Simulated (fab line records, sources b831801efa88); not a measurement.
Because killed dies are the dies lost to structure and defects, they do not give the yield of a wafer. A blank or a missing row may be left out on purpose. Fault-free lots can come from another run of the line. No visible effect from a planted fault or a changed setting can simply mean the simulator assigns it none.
Which tool did it? + flow sky130 + Sampling: 11 lots, 33 wafers, 5 of 708 route steps

WHAT THE GAUGES READ, wafer by wafer
SKY_FIELD_ISO_THK_MEAS_25.
| lot  | measured    | on            | FIELD_ISO_CVD_24_THK (nm) |
|------|-------------|---------------|---------------------------|
| L696 | day 2 06:02 | film_metro-03 | 588 589 588               |
| L698 | day 2 19:04 | film_metro-02 | 599 599 599               |
| L704 | day 4 01:15 | film_metro-03 | 593 590 597               |
| L705 | day 4 06:41 | film_metro-03 | 591 598 601               |
| L706 | day 4 12:17 | film_metro-04 | 584 589 594               |
| L707 | day 4 18:05 | film_metro-02 | 590 593 582               |
| L708 | day 4 23:41 | film_metro-04 | 599 593 594               |
| L709 | day 5 04:32 | film_metro-02 | 589 592 597               |
| L710 | day 5 08:32 | film_metro-02 | 593 590 594               |
| L718 | day 7 18:56 | film_metro-04 | 586 586 581               |
| L719 | day 7 18:56 | film_metro-03 | 601 589 587               |

SKY_VT_ADJUST_NCORE_OVL_MEAS_08.
| lot  | measured     | on         | VT_ADJUST_NCORE_OVL (nm) |
|------|--------------|------------|--------------------------|
| L696 | day 8 09:25  | overlay-02 | 0.0 0.9 1.0              |
| L698 | day 9 03:36  | overlay-02 | 0.2 -0.5 -0.3            |
| L704 | day 10 18:43 | overlay-02 | 0.4 3.3 -1.2             |
| L705 | day 11 02:51 | overlay-01 | -2.9 -2.3 -1.7           |
| L706 | day 11 13:24 | overlay-01 | -1.2 0.4 -1.7            |
| L707 | day 11 23:50 | overlay-02 | -2.0 -0.8 -2.9           |
| L708 | day 12 00:44 | overlay-01 | -1.3 -3.1 -0.5           |
| L709 | day 12 09:59 | overlay-02 | -124.1 -123.0 -123.7     |
| L710 | day 12 12:31 | overlay-01 | -124.2 -122.5 -123.1     |
| L718 | day 16 03:20 | overlay-01 | -126.1 -124.2 -123.7     |
| L719 | day 16 02:50 | overlay-01 | 1.8 1.8 0.1              |

WHICH TOOL RAN EACH LOT (tool, then ch and the chambers of the sampled wafers, then the start)
| lot  | SKY_NWELL_RTA_28                 | SKY_VT_ADJUST_LVTN_STRIP_20          | SKY_VT_ADJUST_NCORE_EXPOSE_04       |
|------|----------------------------------|--------------------------------------|-------------------------------------|
| L696 | rtp_anneal-02 ch 0, day 5 05:47  | plasma_asher-03 ch 0,1, day 7 13:42  | iline_stepper-02 ch 0, day 7 23:59  |
| L698 | rtp_anneal-02 ch 0, day 5 21:49  | plasma_asher-02 ch 0,1, day 8 07:22  | iline_stepper-02 ch 0, day 8 17:52  |
| L704 | rtp_anneal-02 ch 0, day 7 04:46  | plasma_asher-04 ch 0,1, day 9 20:17  | iline_stepper-02 ch 0, day 10 07:30 |
| L705 | rtp_anneal-01 ch 0, day 7 14:20  | plasma_asher-04 ch 0,1, day 10 04:54 | iline_stepper-02 ch 0, day 10 16:05 |
| L706 | rtp_anneal-02 ch 0, day 7 20:50  | plasma_asher-04 ch 1, day 10 13:34   | iline_stepper-01 ch 0, day 11 01:08 |
| L707 | rtp_anneal-01 ch 0, day 8 06:32  | plasma_asher-04 ch 0,1, day 10 23:24 | iline_stepper-02 ch 0, day 11 11:48 |
| L708 | rtp_anneal-02 ch 0, day 8 07:40  | plasma_asher-04 ch 0,1, day 11 00:54 | iline_stepper-02 ch 0, day 11 12:59 |
| L709 | rtp_anneal-01 ch 0, day 8 13:08  | plasma_asher-04 ch 0,1, day 11 09:15 | iline_stepper-02 ch 0, day 11 21:38 |
| L710 | rtp_anneal-02 ch 0, day 8 17:44  | plasma_asher-03 ch 0,1, day 11 12:10 | iline_stepper-02 ch 0, day 12 00:20 |
| L718 | rtp_anneal-02 ch 0, day 11 18:04 | plasma_asher-02 ch 0,1, day 14 23:54 | iline_stepper-02 ch 0, day 15 13:26 |
| L719 | rtp_anneal-02 ch 0, day 11 17:43 | plasma_asher-03 ch 0,1, day 14 23:19 | iline_stepper-01 ch 0, day 15 12:40 |
- SKY_NWELL_RTA_28: time 30 s.
- SKY_VT_ADJUST_LVTN_STRIP_20: strips in O2/N2.
- SKY_VT_ADJUST_NCORE_EXPOSE_04: exposes mask LVTN COMPLEMENT THIN, target cd 380 nm.

WHAT THE TOOLS THEMSELVES READ (means of the sampled wafers that have a number; where no wafer has one, the mark that the record gives instead)
SKY_NWELL_RTA_28.
| lot  | tool          | lamp_power_pct (%) | wafer_temp_C_max |
|------|---------------|--------------------|------------------|
| L696 | rtp_anneal-02 | 25.27              | 1054.8           |
| L698 | rtp_anneal-02 | 25.31              | 1054.4           |
| L704 | rtp_anneal-02 | 25.28              | 1055.6           |
| L705 | rtp_anneal-01 | 25.32              | 1055.0           |
| L706 | rtp_anneal-02 | 25.27              | 1055.1           |
| L707 | rtp_anneal-01 | 25.33              | 1054.2           |
| L708 | rtp_anneal-02 | 25.30              | 1054.8           |
| L709 | rtp_anneal-01 | 25.32              | 1053.8           |
| L710 | rtp_anneal-02 | 25.24              | 1054.2           |
| L718 | rtp_anneal-02 | 25.31              | 1054.7           |
| L719 | rtp_anneal-02 | 25.35              | 1055.0           |

SKY_VT_ADJUST_LVTN_STRIP_20.
| lot  | tool            | drypump_motor_current_A (A) | oes_product_au (a.u.) | strip_time_to_endpoint_s (s) |
|------|-----------------|-----------------------------|-----------------------|------------------------------|
| L696 | plasma_asher-03 | 5.8                         | 0.711                 | 14.24                        |
| L698 | plasma_asher-02 | 6.1                         | 0.718                 | 14.14                        |
| L704 | plasma_asher-04 | 5.3                         | 0.717                 | 14.20                        |
| L705 | plasma_asher-04 | 5.3                         | 0.715                 | 14.18                        |
| L706 | plasma_asher-04 | 5.6                         | 0.716                 | 14.24                        |
| L707 | plasma_asher-04 | 5.4                         | 0.716                 | 14.20                        |
| L708 | plasma_asher-04 | 5.4                         | 0.717                 | 14.14                        |
| L709 | plasma_asher-04 | 5.4                         | 0.710                 | 14.18                        |
| L710 | plasma_asher-03 | 6.1                         | 0.716                 | 14.25                        |
| L718 | plasma_asher-02 | 6.2                         | 0.714                 | 14.15                        |
| L719 | plasma_asher-03 | 6.1                         | 0.720                 | 14.10                        |

SKY_VT_ADJUST_NCORE_EXPOSE_04.
| lot  | tool             | focus_offset_nm (nm) | stage_vel_mm_s (mm/s) |
|------|------------------|----------------------|-----------------------|
| L696 | iline_stepper-02 | 0.3                  | 500.17                |
| L698 | iline_stepper-02 | -0.1                 | 500.38                |
| L704 | iline_stepper-02 | -0.5                 | 500.10                |
| L705 | iline_stepper-02 | 0.4                  | 499.69                |
| L706 | iline_stepper-01 | 0.1                  | 500.06                |
| L707 | iline_stepper-02 | -0.2                 | 499.54                |
| L708 | iline_stepper-02 | 0.2                  | 499.80                |
| L709 | iline_stepper-02 | 0.7                  | 499.89                |
| L710 | iline_stepper-02 | 0.2                  | 500.34                |
| L718 | iline_stepper-02 | -0.2                 | 500.13                |
| L719 | iline_stepper-01 | 0.5                  | 500.22                |

THE ANSWER, worked out from the rows above alone
Rule: what is usual is taken from the lots themselves. The widest of any qualifying gaps counts: lots, ordered by their means at a reading, are off when they make up no more than a third of the lots, leave a main group of 4 or more, and stand apart from it by 3 or more times the standard deviation of that group's means. The tables above print the reading to a certain number of digits; a main group whose means all agree to those digits is not used. A lot without any number at a reading at which 4 lots or more have one is off too. All remaining lots with rows at the step are treated as sound. First the gauges in route order, then the tools' own readings, where a lot's mean is used as printed above. The first step at which some lot is off is used, and at that step the reading that is off furthest; a lot without a number counts as furthest.
Off: L709, L710, L718, at SKY_VT_ADJUST_NCORE_OVL_MEAS_08 (VT_ADJUST_NCORE_OVL). Mean -0.5 nm and standard deviation 1.3 in the main group.
A tool fits if, at a process step before that reading, it ran every lot that is off, and no sound lot after the first of them. The gauges at SKY_VT_ADJUST_NCORE_OVL_MEAS_08 are tried like those tools. One fits: iline_stepper-02 at SKY_VT_ADJUST_NCORE_EXPOSE_04. Its last sound lot is L708 (day 11 12:59), its first lot that is off L709 (day 11 21:38): a fault that began between those two fits.

WHAT THE SIMULATOR HAD PUT IN
Scanner matching overlay: iline_stepper-02, from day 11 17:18 on, at SKY_VT_ADJUST_NCORE_EXPOSE_04. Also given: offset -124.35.
Shown lots that were struck: L709, L710, L718. The same result came from the rule above.
